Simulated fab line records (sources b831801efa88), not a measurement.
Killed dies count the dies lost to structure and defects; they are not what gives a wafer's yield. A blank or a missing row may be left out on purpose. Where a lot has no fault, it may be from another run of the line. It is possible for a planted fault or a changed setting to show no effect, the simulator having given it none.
Problem report, 8D (eight disciplines) form, completed by code + flow gf180mcu + the parts of the form that need people (team, actions taken, sign-off) are left out

## 1. THE ISSUE
dose-ions-cm2 at GF_HV_LDD_IMPLANT_21 reads a mean of 5.202e+13 on 6 wafers of 2 lots; wafers without a fault read 4.999e+13 with a standard deviation of 5.7e+10. That is +36 standard deviations from the usual mean.
The first sign was on wafer L330.1 at day 12 09:36, on implanter-02. The record holds 42 wafers of 14 lots with a number at this step. The rule behind "out" and "out of limits": a value lying over 4 standard deviations away from the usual mean. The rest of the wafers with a number are treated as sound.

## 2. WHAT IT IS, AND WHAT IT ISN'T
| question                    | is                     | is not                                                                                                   |
|-----------------------------|------------------------|----------------------------------------------------------------------------------------------------------|
| which readings at this step | dose-ions-cm2          | -                                                                                                        |
| which lots                  | L330, L332             | L325, L326, L327, L328, L329, L339, L342, L343, L344, L345, L347, L348                                   |
| which wafers of those lots  | all that have a number | -                                                                                                        |
| read on which tools         | implanter-02           | implanter-01, implanter-04                                                                               |
| when                        | from day 12 09:36      | up to then (15 sound wafers); but 21 sound wafers of L339, L342, L343, L344, L345, L347, L348 came after |

## 3. WHAT RULES OUT EACH SUSPECT
Counting: a tool stays on the suspect list if, at a process step up to the reading, it processed all lots that are out and no sound lot following the first of them.
- implanter-02 at GF_HV_LDD_IMPLANT_21: ruled out as a lasting fault. Following L330 (day 12 09:36), the first lot on it that is out, the sound lots L342, L344, L345, L347 were run on it.
Left after counting: nothing in the record.

## 4. THE CAUSE (what the simulator had put in)
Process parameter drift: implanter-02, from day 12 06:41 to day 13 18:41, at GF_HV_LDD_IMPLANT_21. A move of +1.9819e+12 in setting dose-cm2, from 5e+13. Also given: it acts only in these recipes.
Counting ruled it out, wrongly.

## 5. THE CHAIN OF EFFECTS, in route order
Rows list readings where the struck wafers' mean (over those with a number) sits beyond 3 standard deviations from the usual. Scope: only readings with a usual standard deviation given in the record; hours: median across lots of the time from each lot's start at the first step in this table that gives one to its start at this step; sigmas: change in usual standard deviations.
| hours | step                 | reading       | usual     | on struck wafers | change     | sigmas |
|-------|----------------------|---------------|-----------|------------------|------------|--------|
| 0     | GF_HV_LDD_IMPLANT_21 | dose-ions-cm2 | 4.999e+13 | 5.202e+13        | +2.028e+12 | +36    |
Here are the process steps it includes:
- GF_HV_LDD_IMPLANT_21
Later steps that measure or inspect, where all struck wafers having a row at the step show a number for every such reading and not one has moved that far: GF_M2_THK_MEAS_06.

## 6. HOW IT WOULD HAVE BEEN CAUGHT EARLIER
First out-of-limits reading in this record: day 12 09:36, which is 3 hours after fault onset at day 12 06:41.
